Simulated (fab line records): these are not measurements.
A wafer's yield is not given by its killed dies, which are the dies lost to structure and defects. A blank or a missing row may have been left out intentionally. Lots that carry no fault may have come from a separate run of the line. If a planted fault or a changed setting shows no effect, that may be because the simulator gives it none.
fab line records	flow gf180mcu
record: lots: 14	wafers: 42	last_day: 34
route steps=602 shown MVPSD@80 V1@353 M2@378 V2@385
lots that met no fault: taken from a fault-free run of the same line
start_h: hours from the record's opening day to when the first of the lot's shown wafers began	wait_h: hours from the lot's prior step to this one	" the same as in the row above	L1.1+2: one row covering several wafers at once	- either no value or no given start	* or withheld: withheld	< > ~ a bound
route shown NAME@n: NAME is a module with steps in the file, n the number in the route of the first one	usual: mean/standard deviation taken from wafers without a fault	same: alike in all rows	chamber/n: place in a boat	sites: per-site readings	_std_site: how widely they spread, as a standard deviation	_edge_site: the outer-site mean with the inner-site mean subtracted	radius_mm: for every site, how far away it sits from the centre of the wafer	mask NAME#n: copy n	behind: the most recent tool/chamber to have shaped the wafer	hold: reason for holding the lot/hours on hold/outcome of the hold	device: names the non-switching transistor (n, p or np)	end of line: at the end of the route, the tests of the same wafers	a step with no rows: only its recipe	killed: dies lost to structure and defects at the first sort, not the wafer's yield	map: a wafer's dies, x killed, . not, _ none there
set.NAME: the setting that was run; set.NAME@STEP: the one run at that earlier step	model.NAME: the simulator's own value behind a step, which no gauge read
the route's steps for a sample of lots (tables are steps, rows are wafers)
services: from which hour (start_h, from the record's first day; less than 0 if before it) a tool's chamber was out of use, for how many hours, and why
== steps ==
step: GF_MVPSD_COAT_02
recipe: spin_rpm: 2000	resist_thk_nm: 3000
lot.wafer	tool	chamber	start_h	wait_h
L136.2+4+6	litho_track-01	0	88.95	0.1
L137.2+3+5	litho_track-02	0	93.03	0.1
L142.3+4+5	litho_track-01	0	127.62	0.1
L143.1+2+3	litho_track-02	0	130.30	0.1
L145.1+2+6	litho_track-04	0	144.13	0.1
L146.1+2+5	litho_track-04	0	148.38	0.1
L148.1+3+6	litho_track-02	0	163.05	0.1
L150.1+2+6	litho_track-01	0	172.42	0.1
L152.1+3+6	litho_track-01	0	184.07	0.1
L154.3+4+6	litho_track-02	0	196.75	0.1
L155.1+3+5	litho_track-01	0	204.32	0.1
L157.3+5+6	litho_track-02	0	210.85	0.1
L158.2+4+6	litho_track-02	0	216.33	0.1
L159.2+3+6	litho_track-02	0	223.58	0.1
step: GF_MVPSD_STRIP_10
recipe: chemistry: O2/N2	power_w: 1400	pressure_mtorr: 1500	platen_temp_c: 250	o2_flow_sccm: 3000	n2_flow_sccm: 300	overash_fraction: 0.5
usual: drypump_motor_current_A: 5.8/0.59	heater_power_w: 316/28	oes_product_au: 0.722/0.0042	strip_time_to_endpoint_s: 37.00/0.12
lot.wafer	tool	chamber	start_h	wait_h	drypump_motor_current_A	heater_power_w	oes_product_au	rf_hours_counter_h	strip_time_to_endpoint_s
L136.2	plasma_asher-04	1	96.64	0.1	6.2	338	0.721	44	36.97
L136.4	"	0	"	"	5.2	300	0.717	-	36.88
L136.6	"	1	"	"	6.2	339	0.720	-	36.97
L137.2	plasma_asher-04	0	100.36	0.1	5.2	298	0.723	45	37.08
L137.3	"	1	"	"	6.2	342	0.725	-	37.00
L137.5	"	1	"	"	6.2	345	0.715	-	36.95
L142.3	plasma_asher-03	1	135.84	0.1	6.5	301	0.731	-	37.22
L142.4	"	0	"	"	4.8	371	0.721	-	37.06
L142.5	"	1	"	"	6.5	303	0.714	-	37.12
L143.1	plasma_asher-03	1	139.09	0.1	6.5	306	0.719	2	37.02
L143.2	"	0	"	"	4.8	364	0.728	2	37.08
L143.3	"	0	"	"	4.8	363	0.723	-	37.01
L145.1	plasma_asher-01	1	157.02	0.1	6.3	281	0.715	37	18.89
L145.2	"	0	"	"	5.5	328	0.716	37	18.93
L145.6	"	0	"	"	5.6	324	0.711	-	18.94
L146.1	plasma_asher-03	1	157.37	0.1	6.5	310	0.722	4	18.89
L146.2	"	0	"	"	4.8	373	0.719	4	18.87
L146.5	"	0	"	"	4.8	370	0.715	-	18.92
L148.1	plasma_asher-01	1	172.11	0.1	6.3	279	0.718	39	36.92
L148.3	"	1	"	"	6.3	286	0.726	-	36.99
L148.6	"	1	"	"	6.3	279	0.724	-	36.97
L150.1	plasma_asher-01	1	181.46	0.1	6.3	282	0.721	40	36.95
L150.2	"	0	"	"	5.5	318	0.729	40	37.04
L150.6	"	0	"	"	5.6	323	0.720	-	36.92
L152.1	plasma_asher-01	1	192.91	0.1	6.3	277	0.724	41	37.16
L152.3	"	0	"	"	5.6	323	0.724	-	37.13
L152.6	"	0	"	"	5.6	316	0.720	-	37.37
L154.3	plasma_asher-01	0	205.69	0.1	5.5	323	0.716	-	36.83
L154.4	"	1	"	"	6.3	276	0.718	-	36.89
L154.6	"	1	"	"	6.3	278	0.719	-	36.96
L155.1	plasma_asher-03	1	213.09	0.1	6.5	305	0.728	10	37.05
L155.3	"	1	"	"	6.5	312	0.712	-	37.04
L155.5	"	0	"	"	4.8	368	0.721	-	37.05
L157.3	plasma_asher-04	1	220.14	0.1	6.2	340	0.727	-	37.11
L157.5	"	1	"	"	6.2	344	0.716	-	37.01
L157.6	"	0	"	"	5.2	299	0.722	-	37.11
L158.2	plasma_asher-01	1	225.71	0.1	6.3	274	0.728	45	37.17
L158.4	"	1	"	"	6.3	286	0.722	-	37.07
L158.6	"	1	"	"	6.3	280	0.719	-	37.21
L159.2	plasma_asher-04	1	233.29	0.1	6.2	343	0.713	58	36.86
L159.3	"	1	"	"	6.2	342	0.722	-	36.88
L159.6	"	1	"	"	6.2	343	0.722	-	36.88
step: GF_V1_STRIP_18
recipe: chemistry: O2/N2	power_w: 1400	pressure_mtorr: 1500	platen_temp_c: 250	o2_flow_sccm: 3000	n2_flow_sccm: 300	overash_fraction: 0.5
usual: drypump_motor_current_A: 5.7/0.68	heater_power_w: 336/23	oes_product_au: 0.592/0.0051
lot.wafer	tool	chamber	start_h	wait_h	drypump_motor_current_A	heater_power_w	oes_product_au	rf_hours_counter_h
L136.2	plasma_asher-03	0	413.69	-	4.8	358	0.589	30
L136.4	"	0	"	"	4.8	367	0.592	-
L136.6	"	1	"	"	6.5	319	0.594	-
L137.2	plasma_asher-02	0	417.78	-	6.1	333	0.603	79
L137.3	"	1	"	"	6.0	336	0.597	-
L137.5	"	0	"	"	6.1	338	0.594	-
L142.3	plasma_asher-03	1	466.11	-	6.5	310	0.591	-
L142.4	"	0	"	"	4.8	369	0.592	-
L142.5	"	1	"	"	6.5	298	0.589	-
L143.1	plasma_asher-03	1	476.84	-	6.5	303	0.592	37
L143.2	"	0	"	"	4.8	372	0.596	37
L143.3	"	1	"	"	6.5	309	0.591	-
L146.1	plasma_asher-03	0	504.60	-	4.7	361	0.583	40
L146.2	"	1	"	"	6.5	314	0.604	40
L146.5	"	1	"	"	6.5	305	0.593	-
L145.1	plasma_asher-04	0	507.34	-	5.2	321	0.600	7
L145.2	"	1	"	"	6.2	336	0.600	7
L145.6	"	1	"	"	6.2	350	0.600	-
L148.1	plasma_asher-04	0	522.06	-	5.2	309	0.594	8
L148.3	"	0	"	"	5.1	323	0.581	-
L148.6	"	1	"	"	6.2	336	0.596	-
L150.1	plasma_asher-03	1	536.18	-	6.5	306	0.587	44
L150.2	"	0	"	"	4.8	374	0.591	44
L150.6	"	0	"	"	4.8	361	0.588	-
L152.1	plasma_asher-02	1	553.29	-	6.0	347	0.591	93
L152.3	"	1	"	"	6.0	345	0.587	-
L152.6	"	1	"	"	6.0	350	0.584	-
L154.3	plasma_asher-03	1	568.22	-	6.5	306	0.595	-
L154.4	"	0	"	"	4.7	377	0.585	-
L154.6	"	1	"	"	6.5	304	0.597	-
L155.1	plasma_asher-02	1	575.45	-	6.0	346	0.582	96
L155.3	"	0	"	"	6.1	341	0.590	-
L155.5	"	1	"	"	6.0	343	0.607	-
L157.3	plasma_asher-04	0	585.17	-	5.2	320	0.590	-
L157.5	"	1	"	"	6.2	339	0.595	-
L157.6	"	0	"	"	5.2	315	0.594	-
L158.2	plasma_asher-03	0	592.94	-	4.8	363	0.580	51
L158.4	"	0	"	"	4.8	371	0.593	-
L158.6	"	0	"	"	4.7	368	0.589	-
L159.2	plasma_asher-03	0	603.50	-	4.8	363	0.592	52
L159.3	"	0	"	"	4.7	363	0.585	-
L159.6	"	1	"	"	6.5	304	0.581	-
step: GF_M2_METAL_ETCH_16
recipe: chemistry: Cl2/BCl3	mask_material: KrF	target_depth_nm: 627.5	stop_on: SiO2	pressure_mtorr: 8	icp_w: 800	bias_w: 140	Cl2_flow_sccm: 80	bcl3_flow_sccm: 40	time_s: 104.6
usual: drypump_motor_current_A: 5.3/0.4	oes_product_au: 0.967/0.0071	throttle_valve_pct: 28.256/0.011
lot.wafer	tool	chamber	start_h	wait_h	drypump_motor_current_A	oes_product_au	rf_hours_counter_h	throttle_valve_pct
L136.2	rie_metal-01	0	440.03	0.0	5.7	0.974	11	28.246
L136.4	"	1	"	"	4.8	0.968	-	28.254
L136.6	"	0	"	"	5.7	0.979	-	28.254
L137.2	rie_metal-04	1	444.11	0.0	5.1	0.981	9	28.244
L137.3	"	0	"	"	5.0	0.969	-	28.245
L137.5	"	0	"	"	5.0	0.958	-	28.270
L142.3	rie_metal-04	0	492.04	0.1	5.0	0.975	-	28.254
L142.4	"	1	"	"	5.1	0.974	-	28.252
L142.5	"	1	"	"	5.1	0.969	-	28.253
L143.1	rie_metal-03	1	502.26	0.0	5.7	0.963	2	28.256
L143.2	"	0	"	"	5.8	0.971	4	28.254
L143.3	"	0	"	"	5.8	0.964	-	28.250
L146.1	rie_metal-04	0	528.35	0.0	5.0	0.971	7	28.257
L146.2	"	1	"	"	5.1	0.972	10	28.258
L146.5	"	0	"	"	5.0	0.971	-	28.248
L145.1	rie_metal-04	1	532.55	0.0	5.1	0.976	11	28.256
L145.2	"	0	"	"	5.0	0.970	7	28.253
L145.6	"	0	"	"	5.0	0.962	-	28.239
L148.1	rie_metal-04	0	546.58	0.0	5.0	0.966	7	28.271
L148.3	"	0	"	"	5.0	0.971	-	28.249
L148.6	"	0	"	"	5.0	0.970	-	28.251
L150.1	rie_metal-03	1	560.30	0.0	5.7	0.961	4	28.257
L150.2	"	0	"	"	5.8	0.969	6	28.255
L150.6	"	1	"	"	5.7	0.966	-	28.259
L152.1	rie_metal-03	0	577.05	0.0	5.8	0.976	6	28.240
L152.3	"	1	"	"	5.7	0.961	-	28.251
L152.6	"	1	"	"	5.7	0.963	-	28.261
L154.3	rie_metal-03	1	591.30	0.1	5.7	0.970	-	28.272
L154.4	"	0	"	"	5.8	0.968	-	28.261
L154.6	"	1	"	"	5.7	0.958	-	28.266
L155.1	rie_metal-04	0	597.41	0.0	5.0	0.969	9	28.252
L155.3	"	0	"	"	5.0	0.968	-	28.261
L155.5	"	0	"	"	5.0	0.966	-	28.262
L157.3	rie_metal-04	1	608.00	0.1	5.1	0.961	-	28.276
L157.5	"	0	"	"	5.0	0.958	-	28.278
L157.6	"	1	"	"	5.1	0.956	-	28.276
L158.2	rie_metal-01	0	615.01	0.0	5.7	0.960	3	28.268
L158.4	"	1	"	"	4.8	0.971	-	28.251
L158.6	"	1	"	"	4.8	0.964	-	28.259
L159.2	rie_metal-03	0	625.56	0.0	5.8	0.950	8	28.270
L159.3	"	0	"	"	5.8	0.963	-	28.263
L159.6	"	1	"	"	5.7	0.955	-	28.265
step: GF_V2_THK_MEAS_03
recipe: reads: SiO2_of_V2_CVD_02
usual: V2_CVD_02_THK: 853/12
lot.wafer	tool	chamber	start_h	wait_h	V2_CVD_02_THK[nm]
L136.2	film_metro-04	-	440.89	0.0	853
L136.4	"	-	"	"	867
L136.6	"	-	"	"	848
L137.2	film_metro-04	-	444.97	0.0	845
L137.3	"	-	"	"	861
L137.5	"	-	"	"	866
L142.3	film_metro-03	-	492.87	0.1	836
L142.4	"	-	"	"	854
L142.5	"	-	"	"	843
L143.1	film_metro-04	-	503.14	0.0	843
L143.2	"	-	"	"	844
L143.3	"	-	"	"	851
L146.1	film_metro-04	-	529.20	0.0	845
L146.2	"	-	"	"	838
L146.5	"	-	"	"	861
L145.1	film_metro-01	-	533.40	0.0	836
L145.2	"	-	"	"	837
L145.6	"	-	"	"	839
L148.1	film_metro-04	-	547.62	0.0	846
L148.3	"	-	"	"	831
L148.6	"	-	"	"	844
L150.1	film_metro-04	-	561.15	0.0	848
L150.2	"	-	"	"	851
L150.6	"	-	"	"	856
L152.1	film_metro-03	-	577.91	0.0	852
L152.3	"	-	"	"	850
L152.6	"	-	"	"	858
L154.3	film_metro-03	-	592.13	0.1	836
L154.4	"	-	"	"	868
L154.6	"	-	"	"	857
L155.1	film_metro-04	-	598.26	0.0	851
L155.3	"	-	"	"	858
L155.5	"	-	"	"	871
L157.3	film_metro-04	-	608.83	0.1	853
L157.5	"	-	"	"	870
L157.6	"	-	"	"	881
L158.2	film_metro-04	-	615.87	0.0	869
L158.4	"	-	"	"	870
L158.6	"	-	"	"	852
L159.2	film_metro-04	-	626.57	0.0	851
L159.3	"	-	"	"	861
L159.6	"	-	"	"	873
== services ==
tool	chamber	start_h	hours	kind
rie_metal-03	-	86.44	0.5	repair
plasma_asher-03	-	88.16	4.4	repair
plasma_asher-03	-	108.75	9.0	pm
rie_metal-03	1	114.62	1.0	repair
rie_metal-04	-	127.99	14.6	pm
plasma_asher-01	-	135.20	5.2	repair
plasma_asher-04	-	155.03	2.8	pm
rie_metal-03	0	242.19	4.7	repair
rie_metal-03	-	263.54	2.8	pm
plasma_asher-04	-	321.90	6.9	repair
rie_metal-03	0	341.85	3.6	repair
plasma_asher-03	-	363.94	0.8	repair
plasma_asher-03	-	399.09	14.6	pm
plasma_asher-04	-	410.83	15.6	pm
plasma_asher-04	-	426.43	9.0	pm
plasma_asher-02	-	506.20	0.6	repair
rie_metal-03	-	508.09	0.5	repair
plasma_asher-04	-	511.94	6.3	repair
rie_metal-04	-	512.24	1.0	repair
rie_metal-04	-	518.04	0.8	repair
plasma_asher-04	-	531.33	1.1	repair
plasma_asher-01	-	560.31	14.6	pm
plasma_asher-02	-	579.97	2.8	pm
plasma_asher-03	-	599.68	2.1	repair
== key ==
first_sign: step: GF_MVPSD_STRIP_10	reading: strip_time_to_endpoint_s	direction: down	sigmas: 99+	usual: *	struck: *
effect none on later readings
met_at GF_MVPSD_COAT_02
struck_lots L145,L146
sort_left_out L145.1,L145.2,L145.6,L146.1,L146.2,L146.5
tester_left_out L145,L146
not_acting_at GF_V1_STRIP_18,GF_M2_METAL_ETCH_16,GF_V2_THK_MEAS_03
fault: kind: process_parameter_drift	tool: litho_track-04	chamber: -	onset_h: 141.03	steps: GF_MVPSD_COAT_02	channel: resist_thk_nm	offset: *	shape: step	end_h: 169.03	acts_in: *	stated: *
tester_left_out: of these lots the tester's yield and bins aren't shown, on N5 and GAA mostly nor the transistor test; their killed dies are dies lost to structure and defects alone, not to doping, threshold or leakage, so they don't give the yield
sort_left_out: the simulated sort isn't trusted on such a fault, so these wafers' sort isn't shown, and their yield isn't known
